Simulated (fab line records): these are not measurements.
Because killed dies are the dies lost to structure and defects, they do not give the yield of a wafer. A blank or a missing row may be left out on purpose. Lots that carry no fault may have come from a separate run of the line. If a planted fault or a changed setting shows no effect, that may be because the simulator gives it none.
fab line records	flow gf180mcu
[record] lots = 24	wafers = 72	last-day = 34
route steps=602 shown V1@338 M2@362 M3@424 M4@462
lots that met no fault: taken from a fault-free run of the same line
start-h: start of the lot's first displayed wafer, in hours after the record's first day	wait-h: hours from the lot's prior step to this one	" same as the row above	L1.1+2: several wafers, shown together as one row	- no value, or no start was given	* or withheld: withheld	< > ~ a bound
route shown NAME@n: NAME is a module with steps in the file, n the number in the route of the first one	usual: mean/standard deviation taken from wafers without a fault	same: alike in all rows	chamber/n: place in a boat	sites: per-site readings	_std_site: standard deviation across them	_edge_site: inner sites' mean taken away from outer sites' mean	radius-mm: for every site, how far away it sits from the centre of the wafer	mask NAME#n: copy n	behind: tool/chamber where the wafer was last shaped	hold: the reason the lot was held/the length of the hold in hours/how it ended	device: names the non-switching transistor (n, p or np)	end of line: the route-end tests of the same wafers	step lacking rows: just its recipe	killed: not the wafer's yield, but the dies lost to structure and defects at the first sort	map: per-die view of a wafer (x killed, . not killed, _ where there is no die)
set.NAME: the setting as run; set.NAME@STEP: as run at that earlier step	model.NAME: the simulator's own value behind a step, which no gauge read
the route's steps for a sample of lots (tables are steps, rows are wafers)
services: the hour from which a tool's chamber was out of use, counted from the record's first day as start-h (under 0 if before that day), plus the number of hours and why
[[steps]]
[step GF_V1_THK_MEAS_03]
[recipe] reads = SiO2_of_V1_CVD_02
[usual] V1_CVD_02_THK = 851/12
lot.wafer	tool	chamber	start-h	wait-h	V1_CVD_02_THK[nm]
L074.2	film-metro-04	-	389.88	0.0	845
L074.3	"	-	"	"	862
L074.6	"	-	"	"	890
L075.1	film-metro-04	-	401.39	0.0	852
L075.3	"	-	"	"	848
L075.6	"	-	"	"	866
L076.4	film-metro-02	-	406.43	0.0	868
L076.5	"	-	"	"	873
L076.6	"	-	"	"	861
L077.4	film-metro-04	-	416.80	0.0	868
L077.5	"	-	"	"	855
L077.6	"	-	"	"	858
L078.1	film-metro-04	-	428.23	0.0	839
L078.2	"	-	"	"	846
L078.4	"	-	"	"	855
L079.1	film-metro-04	-	433.41	0.0	845
L079.4	"	-	"	"	863
L079.6	"	-	"	"	846
L080.1	film-metro-01	-	447.98	0.0	849
L080.2	"	-	"	"	847
L080.3	"	-	"	"	824
L081.3	film-metro-02	-	458.44	0.1	843
L081.4	"	-	"	"	849
L081.6	"	-	"	"	856
L082.2	film-metro-02	-	464.19	0.0	830
L082.3	"	-	"	"	848
L082.4	"	-	"	"	850
L083.1	film-metro-01	-	468.80	0.0	857
L083.3	"	-	"	"	856
L083.4	"	-	"	"	873
L084.1	film-metro-02	-	484.57	0.0	845
L084.4	"	-	"	"	848
L084.5	"	-	"	"	844
L085.2	film-metro-04	-	490.02	0.0	839
L085.3	"	-	"	"	831
L085.4	"	-	"	"	843
L086.1	film-metro-01	-	506.63	0.0	852
L086.2	"	-	"	"	845
L086.3	"	-	"	"	840
L087.1	film-metro-01	-	506.92	0.0	836
L087.2	"	-	"	"	847
L087.6	"	-	"	"	839
L088.1	film-metro-01	-	513.56	0.0	826
L088.3	"	-	"	"	845
L088.6	"	-	"	"	857
L089.1	film-metro-01	-	526.53	0.0	835
L089.2	"	-	"	"	838
L089.6	"	-	"	"	865
L090.4	film-metro-02	-	535.21	0.0	865
L090.5	"	-	"	"	868
L090.6	"	-	"	"	860
L091.3	film-metro-02	-	537.44	0.1	853
L091.5	"	-	"	"	852
L091.6	"	-	"	"	859
L092.1	film-metro-01	-	545.07	0.0	834
L092.4	"	-	"	"	849
L092.6	"	-	"	"	864
L093.1	film-metro-01	-	559.23	0.1	842
L093.5	"	-	"	"	856
L093.6	"	-	"	"	855
L094.1	film-metro-02	-	564.83	0.0	847
L094.3	"	-	"	"	853
L094.4	"	-	"	"	865
L095.2	film-metro-02	-	568.95	0.0	838
L095.3	"	-	"	"	840
L095.6	"	-	"	"	845
L096.1	film-metro-02	-	572.60	0.0	846
L096.2	"	-	"	"	845
L096.3	"	-	"	"	851
L097.2	film-metro-01	-	583.08	0.0	857
L097.3	"	-	"	"	849
L097.4	"	-	"	"	858
[step GF_V1_ETCH_16]
[recipe] chemistry = N2/H2	target-depth-a = withheld	overetch-a = withheld	time-s = withheld	target = BARC	ion-energy-ev = 200	source-w = 500	bias-w = 100	pressure-mtorr = 30	n2-flow-sccm = 100	h2-flow-sccm = 200
[usual] drypump-motor-current-A = 5.5/0.47	oes-product-au = 0.855/0.0046	throttle-valve-pct = 13.224/0.0087
lot.wafer	tool	chamber	start-h	wait-h	drypump-motor-current-A	oes-product-au	throttle-valve-pct
L074.2	rie-diel-04	2	413.65	0.0	6.5	0.851	13.223
L074.3	"	0	"	"	5.1	0.855	13.217
L074.6	"	2	"	"	6.4	0.854	13.232
L075.1	rie-diel-04	1	425.90	0.0	5.7	0.856	13.205
L075.3	"	0	"	"	5.1	0.848	13.219
L075.6	"	2	"	"	6.5	0.856	13.230
L076.4	rie-diel-02	2	431.50	0.0	5.1	0.857	13.227
L076.5	"	0	"	"	5.3	0.850	13.212
L076.6	"	1	"	"	5.7	0.852	13.234
L077.4	rie-diel-02	1	441.56	0.0	5.7	0.857	13.234
L077.5	"	0	"	"	5.3	0.856	13.227
L077.6	"	1	"	"	5.7	0.856	13.224
L078.1	rie-diel-03	2	452.60	0.0	4.9	0.853	13.234
L078.2	"	0	"	"	5.5	0.849	13.232
L078.4	"	1	"	"	5.4	0.850	13.224
L079.1	rie-diel-03	1	457.93	0.0	5.4	0.849	13.231
L079.4	"	3	"	"	5.2	0.861	13.227
L079.6	"	3	"	"	5.2	0.852	13.223
L080.1	rie-diel-03	2	472.81	0.0	4.9	0.855	13.215
L080.2	"	3	"	"	5.2	0.854	13.239
L080.3	"	1	"	"	5.4	0.863	13.231
L081.3	rie-diel-04	0	483.43	0.0	5.1	0.856	13.220
L081.4	"	2	"	"	6.5	0.858	13.218
L081.6	"	3	"	"	6.2	0.858	13.221
L082.2	rie-diel-02	2	489.28	0.0	5.1	0.849	13.229
L082.3	"	1	"	"	5.7	0.860	13.222
L082.4	"	0	"	"	5.3	0.853	13.217
L083.1	rie-diel-02	3	493.20	0.0	5.4	0.854	13.214
L083.3	"	1	"	"	5.7	0.841	13.225
L083.4	"	0	"	"	5.3	0.857	13.230
L084.1	rie-diel-03	0	508.45	0.0	5.5	0.851	13.215
L084.4	"	2	"	"	4.9	0.857	13.237
L084.5	"	2	"	"	4.9	0.853	13.241
L085.2	rie-diel-02	2	514.01	0.0	5.1	0.854	13.238
L085.3	"	1	"	"	5.7	0.855	13.218
L085.4	"	3	"	"	5.4	0.852	13.223
L086.1	rie-diel-04	2	530.05	0.0	6.5	0.850	13.209
L086.2	"	1	"	"	5.7	0.854	13.226
L086.3	"	3	"	"	6.2	0.861	13.216
L087.1	rie-diel-02	0	530.40	0.0	5.3	0.855	13.209
L087.2	"	2	"	"	5.1	0.852	13.221
L087.6	"	1	"	"	5.7	0.855	13.208
L088.1	rie-diel-04	1	536.81	0.0	5.7	0.856	13.235
L088.3	"	0	"	"	5.1	0.852	13.224
L088.6	"	1	"	"	5.6	0.864	13.222
L089.1	rie-diel-02	2	549.96	0.0	5.1	0.859	13.241
L089.2	"	1	"	"	5.7	0.846	13.223
L089.6	"	1	"	"	5.7	0.855	13.222
L090.4	rie-diel-04	3	557.97	0.0	6.2	0.848	13.222
L090.5	"	0	"	"	5.1	0.852	13.227
L090.6	"	2	"	"	6.4	0.867	13.242
L091.3	rie-diel-04	0	560.48	0.0	5.1	0.858	13.228
L091.5	"	0	"	"	5.1	0.849	13.226
L091.6	"	2	"	"	6.5	0.855	13.217
L092.1	rie-diel-03	3	567.41	0.0	5.2	0.851	13.239
L092.4	"	2	"	"	4.9	0.845	13.225
L092.6	"	3	"	"	5.2	0.858	13.216
L093.1	rie-diel-04	3	582.08	0.0	6.2	0.869	13.231
L093.5	"	0	"	"	5.1	0.857	13.208
L093.6	"	3	"	"	6.2	0.860	13.225
L094.1	rie-diel-03	2	586.96	0.0	4.9	0.848	13.215
L094.3	"	0	"	"	5.5	0.846	13.243
L094.4	"	3	"	"	5.2	0.853	13.225
L095.2	rie-diel-03	1	590.93	0.0	5.4	0.854	13.233
L095.3	"	2	"	"	4.9	0.854	13.231
L095.6	"	1	"	"	5.4	0.861	13.222
L096.1	rie-diel-03	2	594.47	0.0	4.9	0.852	13.224
L096.2	"	3	"	"	5.2	0.856	13.221
L096.3	"	1	"	"	5.4	0.851	13.223
L097.2	rie-diel-03	1	605.00	0.0	5.4	0.860	13.216
L097.3	"	0	"	"	5.5	0.855	13.228
L097.4	"	2	"	"	4.9	0.851	13.222
[step GF_M2_SPUTTER_00]
[recipe] material = Ti	target-thk-nm = 37.5	arriving-ion-energy-ev = 80	substrate-temp-c = 200	chamber-pressure-pa = 2	power-w = 4000	time-s = 150
[usual] throttle-valve-pct = 30.1/1.3
lot.wafer	tool	chamber	start-h	wait-h	throttle-valve-pct
L074.2	pvd-sputter-04	-	415.01	0.2	30.5
L074.3	"	-	"	"	29.9
L074.6	"	-	"	"	31.7
L075.1	pvd-sputter-02	-	427.26	0.2	28.1
L075.3	"	-	"	"	31.9
L075.6	"	-	"	"	31.7
L076.4	pvd-sputter-02	-	432.86	0.2	27.9
L076.5	"	-	"	"	28.2
L076.6	"	-	"	"	32.2
L077.4	pvd-sputter-02	-	443.02	0.2	32.0
L077.5	"	-	"	"	28.2
L077.6	"	-	"	"	32.1
L078.1	pvd-sputter-01	-	453.95	0.1	31.3
L078.2	"	-	"	"	30.0
L078.4	"	-	"	"	28.5
L079.1	pvd-sputter-04	-	459.28	0.1	29.7
L079.4	"	-	"	"	30.1
L079.6	"	-	"	"	31.7
L080.1	pvd-sputter-01	-	474.16	0.2	31.0
L080.2	"	-	"	"	28.6
L080.3	"	-	"	"	30.1
L081.3	pvd-sputter-04	-	484.86	0.2	30.1
L081.4	"	-	"	"	29.9
L081.6	"	-	"	"	30.3
L082.2	pvd-sputter-01	-	490.63	0.2	31.4
L082.3	"	-	"	"	30.3
L082.4	"	-	"	"	28.7
L083.1	pvd-sputter-02	-	494.67	0.1	31.7
L083.3	"	-	"	"	28.1
L083.4	"	-	"	"	29.2
L084.1	pvd-sputter-02	-	509.92	0.1	28.1
L084.4	"	-	"	"	31.7
L084.5	"	-	"	"	29.2
L085.2	pvd-sputter-02	-	515.36	0.2	29.4
L085.3	"	-	"	"	31.5
L085.4	"	-	"	"	31.8
L086.1	pvd-sputter-02	-	531.41	0.1	32.2
L086.2	"	-	"	"	29.5
L086.3	"	-	"	"	31.7
L087.1	pvd-sputter-01	-	531.76	0.1	28.9
L087.2	"	-	"	"	28.6
L087.6	"	-	"	"	30.2
L088.1	pvd-sputter-01	-	538.19	0.2	28.6
L088.3	"	-	"	"	28.4
L088.6	"	-	"	"	31.3
L089.1	pvd-sputter-02	-	551.33	0.2	29.2
L089.2	"	-	"	"	31.8
L089.6	"	-	"	"	31.7
L090.4	pvd-sputter-04	-	559.31	0.2	31.6
L090.5	"	-	"	"	29.7
L090.6	"	-	"	"	30.7
L091.3	pvd-sputter-01	-	561.83	0.2	28.6
L091.5	"	-	"	"	28.5
L091.6	"	-	"	"	31.2
L092.1	pvd-sputter-04	-	568.80	0.1	30.5
L092.4	"	-	"	"	30.3
L092.6	"	-	"	"	29.9
L093.1	pvd-sputter-02	-	583.48	0.2	29.3
L093.5	"	-	"	"	29.3
L093.6	"	-	"	"	32.0
L094.1	pvd-sputter-01	-	588.31	0.1	31.3
L094.3	"	-	"	"	28.8
L094.4	"	-	"	"	28.4
L095.2	pvd-sputter-01	-	592.31	0.1	28.7
L095.3	"	-	"	"	28.3
L095.6	"	-	"	"	28.3
L096.1	pvd-sputter-01	-	595.84	0.1	30.0
L096.2	"	-	"	"	28.8
L096.3	"	-	"	"	31.3
L097.2	pvd-sputter-02	-	606.90	0.2	31.9
L097.3	"	-	"	"	27.9
L097.4	"	-	"	"	31.4
[step GF_M3_OVL_MEAS_15]
[usual] M3_OVL = 2/5.1
lot.wafer	tool	chamber	start-h	wait-h	M3_OVL[nm]
L074.2	overlay-02	-	490.68	0.1	-1
L074.3	"	-	"	"	6
L074.6	"	-	"	"	-8
L075.1	overlay-01	-	502.77	0.1	2
L075.3	"	-	"	"	-1
L075.6	"	-	"	"	-2
L076.4	overlay-02	-	507.24	0.1	4
L076.5	"	-	"	"	2
L076.6	"	-	"	"	2
L077.4	overlay-01	-	518.09	0.1	4
L077.5	"	-	"	"	5
L077.6	"	-	"	"	0
L078.1	overlay-02	-	528.65	0.1	-2
L078.2	"	-	"	"	-3
L078.4	"	-	"	"	-5
L079.1	overlay-01	-	533.87	0.1	13
L079.4	"	-	"	"	7
L079.6	"	-	"	"	12
L080.1	overlay-01	-	547.57	0.1	1
L080.2	"	-	"	"	-1
L080.3	"	-	"	"	0
L081.3	overlay-01	-	556.93	0.1	3
L081.4	"	-	"	"	1
L081.6	"	-	"	"	2
L082.2	overlay-02	-	562.95	0.1	-1
L082.3	"	-	"	"	-5
L082.4	"	-	"	"	-3
L083.1	overlay-01	-	566.72	0.1	2
L083.3	"	-	"	"	9
L083.4	"	-	"	"	14
L084.1	overlay-02	-	579.84	0.1	4
L084.4	"	-	"	"	6
L084.5	"	-	"	"	10
L085.2	overlay-01	-	585.23	0.1	-3
L085.3	"	-	"	"	-6
L085.4	"	-	"	"	-2
L086.1	overlay-02	-	599.57	0.1	10
L086.2	"	-	"	"	5
L086.3	"	-	"	"	10
L087.1	overlay-02	-	601.04	0.1	5
L087.2	"	-	"	"	9
L087.6	"	-	"	"	2
L088.1	overlay-01	-	606.37	0.1	-12
L088.3	"	-	"	"	-6
L088.6	"	-	"	"	-10
L089.1	overlay-02	-	618.82	0.1	3
L089.2	"	-	"	"	-2
L089.6	"	-	"	"	3
L090.4	overlay-01	-	626.54	0.1	8
L090.5	"	-	"	"	-3
L090.6	"	-	"	"	3
L091.3	overlay-02	-	628.18	0.1	0
L091.5	"	-	"	"	2
L091.6	"	-	"	"	-2
L092.1	overlay-02	-	634.39	0.1	-10
L092.4	"	-	"	"	0
L092.6	"	-	"	"	-2
L093.1	overlay-02	-	648.64	0.1	1
L093.5	"	-	"	"	-2
L093.6	"	-	"	"	6
L094.1	overlay-02	-	653.13	0.1	-1
L094.3	"	-	"	"	0
L094.4	"	-	"	"	-4
L095.2	overlay-02	-	657.20	0.1	9
L095.3	"	-	"	"	9
L095.6	"	-	"	"	7
L096.1	overlay-01	-	659.04	0.1	-5
L096.2	"	-	"	"	2
L096.3	"	-	"	"	-4
L097.2	overlay-02	-	669.97	0.1	5
L097.3	"	-	"	"	-2
L097.4	"	-	"	"	5
[step GF_M3_STRIP_17]
[recipe] chemistry = O2/N2	power-w = 1400	pressure-mtorr = 1500	platen-temp-c = 248.1	o2-flow-sccm = 3000	n2-flow-sccm = 300	overash-fraction = 0.5
[usual] drypump-motor-current-A = 6.0/0.7	heater-power-w = 333/22	oes-product-au = 0.540/0.0052	strip-time-to-endpoint-s = 7.68/0.061
lot.wafer	tool	chamber	start-h	wait-h	drypump-motor-current-A	heater-power-w	oes-product-au	rf-hours-counter-h	strip-time-to-endpoint-s
L074.2	plasma-asher-04	0	490.84	0.1	6.7	331	0.539	39	7.66
L074.3	"	1	"	"	4.7	362	0.541	-	7.62
L074.6	"	0	"	"	6.7	323	0.542	-	7.72
L075.1	plasma-asher-04	0	503.06	0.2	6.7	316	0.534	40	7.61
L075.3	"	0	"	"	6.7	319	0.540	-	7.63
L075.6	"	0	"	"	6.7	317	0.535	-	7.63
L076.4	plasma-asher-02	0	507.42	0.1	5.6	320	0.537	-	7.64
L076.5	"	0	"	"	5.6	310	0.529	-	7.64
L076.6	"	1	"	"	6.2	345	0.538	-	7.64
L077.4	plasma-asher-04	0	518.27	0.1	6.7	316	0.544	-	7.77
L077.5	"	1	"	"	4.7	356	0.537	-	7.68
L077.6	"	0	"	"	6.7	323	0.536	-	7.75
L078.1	plasma-asher-02	0	528.82	0.1	5.6	313	0.530	10	7.71
L078.2	"	1	"	"	6.2	355	0.547	10	7.71
L078.4	"	1	"	"	6.2	354	0.545	-	7.68
L079.1	plasma-asher-02	0	534.16	0.2	5.6	321	0.545	11	7.80
L079.4	"	1	"	"	6.2	347	0.544	-	7.80
L079.6	"	1	"	"	6.2	348	0.534	-	7.74
L080.1	plasma-asher-03	0	547.74	0.1	6.6	351	0.535	87	7.62
L080.2	"	1	"	"	6.0	306	0.545	87	7.70
L080.3	"	0	"	"	6.7	350	0.541	-	7.62
L081.3	plasma-asher-03	0	557.12	0.1	6.7	357	0.538	-	7.68
L081.4	"	1	"	"	6.0	306	0.542	-	7.64
L081.6	"	0	"	"	6.6	354	0.530	-	7.64
L082.2	plasma-asher-03	1	563.11	0.1	6.0	298	0.532	88	7.67
L082.3	"	1	"	"	6.0	307	0.536	-	7.66
L082.4	"	0	"	"	6.7	342	0.542	-	7.81
L083.1	plasma-asher-04	1	566.88	0.1	4.7	353	0.532	48	7.70
L083.3	"	1	"	"	4.7	353	0.543	-	7.74
L083.4	"	0	"	"	6.6	323	0.551	-	7.81
L084.1	plasma-asher-03	1	580.01	0.1	6.0	301	0.545	90	7.65
L084.4	"	1	"	"	6.0	299	0.546	-	7.78
L084.5	"	0	"	"	6.7	359	0.553	-	7.81
L085.2	plasma-asher-03	0	585.39	0.1	6.6	354	0.541	91	7.59
L085.3	"	0	"	"	6.7	348	0.539	-	7.55
L085.4	"	1	"	"	6.0	300	0.535	-	7.60
L086.1	plasma-asher-03	1	599.74	0.1	6.0	307	0.541	92	7.63
L086.2	"	0	"	"	6.6	358	0.534	92	7.70
L086.3	"	0	"	"	6.6	348	0.542	-	7.68
L087.1	plasma-asher-03	0	601.21	0.1	6.7	356	0.538	92	7.60
L087.2	"	1	"	"	5.9	297	0.537	92	7.70
L087.6	"	0	"	"	6.7	350	0.536	-	7.63
L088.1	plasma-asher-03	0	606.53	0.1	6.6	360	0.538	93	7.63
L088.3	"	0	"	"	6.6	343	0.552	-	7.74
L088.6	"	1	"	"	6.0	305	0.528	-	7.65
L089.1	plasma-asher-04	0	619.11	0.2	6.7	327	0.542	53	7.73
L089.2	"	1	"	"	4.7	358	0.542	53	7.75
L089.6	"	1	"	"	4.7	360	0.531	-	7.72
L090.4	plasma-asher-04	1	626.72	0.1	4.7	348	0.543	-	7.57
L090.5	"	0	"	"	6.7	332	0.537	-	7.67
L090.6	"	1	"	"	4.7	345	0.545	-	7.61
L091.3	plasma-asher-04	1	628.37	0.1	4.7	349	0.541	-	7.63
L091.5	"	1	"	"	4.7	368	0.543	-	7.64
L091.6	"	0	"	"	6.7	321	0.542	-	7.74
L092.1	plasma-asher-03	0	634.56	0.1	6.6	352	0.541	96	7.66
L092.4	"	0	"	"	6.6	342	0.544	-	7.66
L092.6	"	1	"	"	6.0	302	0.541	-	7.71
L093.1	plasma-asher-04	1	648.94	0.2	4.7	358	0.545	57	7.71
L093.5	"	1	"	"	4.7	351	0.540	-	7.73
L093.6	"	0	"	"	6.7	328	0.543	-	7.70
L094.1	plasma-asher-04	0	653.30	0.1	6.7	317	0.549	58	7.69
L094.3	"	0	"	"	6.7	319	0.542	-	7.63
L094.4	"	1	"	"	4.7	350	0.549	-	7.65
L095.2	plasma-asher-02	1	657.49	0.2	6.2	340	0.538	22	7.67
L095.3	"	0	"	"	5.6	311	0.532	-	7.67
L095.6	"	1	"	"	6.2	341	0.537	-	7.69
L096.1	plasma-asher-03	0	659.21	0.1	6.6	353	0.544	99	7.75
L096.2	"	1	"	"	6.0	299	0.535	99	7.64
L096.3	"	0	"	"	6.7	356	0.537	-	7.67
L097.2	plasma-asher-02	0	670.26	0.2	5.6	315	0.542	23	7.70
L097.3	"	1	"	"	6.2	347	0.541	-	7.68
L097.4	"	0	"	"	5.6	312	0.541	-	7.68
[step GF_M4_THK_MEAS_06]
[recipe] thk-meas-gauge = xrf	reads = AlCu_of_M4_SPUTTER_02
[usual] M4_ALCU_THK = 455/6.8
lot.wafer	tool	chamber	start-h	wait-h	M4_ALCU_THK[nm]
L074.2	film-metro-01	-	516.75	0.1	453
L074.3	"	-	"	"	465
L074.6	"	-	"	"	460
L075.1	film-metro-03	-	528.88	0.1	454
L075.3	"	-	"	"	451
L075.6	"	-	"	"	444
L076.4	film-metro-02	-	534.35	0.1	461
L076.5	"	-	"	"	455
L076.6	"	-	"	"	462
L077.4	film-metro-03	-	544.04	0.1	453
L077.5	"	-	"	"	463
L077.6	"	-	"	"	457
L078.1	film-metro-02	-	554.39	0.1	446
L078.2	"	-	"	"	455
L078.4	"	-	"	"	449
L079.1	film-metro-03	-	559.42	0.1	452
L079.4	"	-	"	"	450
L079.6	"	-	"	"	454
L080.1	film-metro-01	-	572.89	0.1	467
L080.2	"	-	"	"	458
L080.3	"	-	"	"	461
L081.3	film-metro-02	-	581.26	0.1	454
L081.4	"	-	"	"	449
L081.6	"	-	"	"	459
L082.2	film-metro-03	-	587.41	0.1	448
L082.3	"	-	"	"	455
L082.4	"	-	"	"	449
L083.1	film-metro-02	-	591.41	0.1	451
L083.3	"	-	"	"	445
L083.4	"	-	"	"	447
L084.1	film-metro-01	-	603.24	0.1	447
L084.4	"	-	"	"	453
L084.5	"	-	"	"	458
L085.2	film-metro-01	-	609.31	0.1	454
L085.3	"	-	"	"	461
L085.4	"	-	"	"	460
L086.1	film-metro-02	-	623.63	0.1	458
L086.2	"	-	"	"	463
L086.3	"	-	"	"	451
L087.1	film-metro-03	-	624.76	0.1	454
L087.2	"	-	"	"	451
L087.6	"	-	"	"	446
L088.1	film-metro-03	-	630.55	0.1	455
L088.3	"	-	"	"	453
L088.6	"	-	"	"	452
L089.1	film-metro-02	-	642.30	0.1	457
L089.2	"	-	"	"	455
L089.6	"	-	"	"	453
L090.4	film-metro-03	-	649.58	0.1	453
L090.5	"	-	"	"	452
L090.6	"	-	"	"	450
L091.3	film-metro-03	-	651.60	0.1	450
L091.5	"	-	"	"	456
L091.6	"	-	"	"	445
L092.1	film-metro-02	-	657.10	0.1	451
L092.4	"	-	"	"	460
L092.6	"	-	"	"	455
L093.1	film-metro-03	-	671.17	0.1	462
L093.5	"	-	"	"	458
L093.6	"	-	"	"	461
L094.1	film-metro-03	-	675.75	0.1	449
L094.3	"	-	"	"	454
L094.4	"	-	"	"	444
L095.2	film-metro-01	-	679.99	0.1	464
L095.3	"	-	"	"	466
L095.6	"	-	"	"	464
L096.1	film-metro-03	-	681.81	0.1	446
L096.2	"	-	"	"	442
L096.3	"	-	"	"	448
L097.2	film-metro-01	-	692.15	0.1	459
L097.3	"	-	"	"	465
L097.4	"	-	"	"	460
[[services]]
tool	chamber	start-h	hours	kind
rie-diel-03	-	391.09	0.6	repair
rie-diel-04	2	392.22	16.2	repair
rie-diel-03	3	401.20	10.3	repair
pvd-sputter-02	-	404.45	2.6	repair
rie-diel-04	3	413.00	6.0	repair
plasma-asher-02	-	421.25	9.0	pm
rie-diel-04	3	466.71	12.3	repair
rie-diel-04	1	478.42	8.0	repair
rie-diel-03	0	484.14	17.0	repair
rie-diel-03	1	491.33	12.3	repair
pvd-sputter-01	-	540.42	8.2	repair
rie-diel-02	3	542.76	4.6	repair
pvd-sputter-02	-	547.18	3.6	repair
rie-diel-04	1	557.78	9.5	repair
plasma-asher-03	-	558.93	3.8	repair
rie-diel-04	3	565.83	8.2	repair
rie-diel-04	-	607.78	0.4	repair
plasma-asher-02	-	616.53	14.6	pm
plasma-asher-03	-	619.02	2.8	pm
rie-diel-02	-	622.15	2.8	pm
pvd-sputter-01	-	626.53	2.6	repair
rie-diel-03	-	635.06	0.5	repair
pvd-sputter-01	-	647.07	8.6	repair
pvd-sputter-04	-	668.39	1.3	repair
[[key]]
fault none
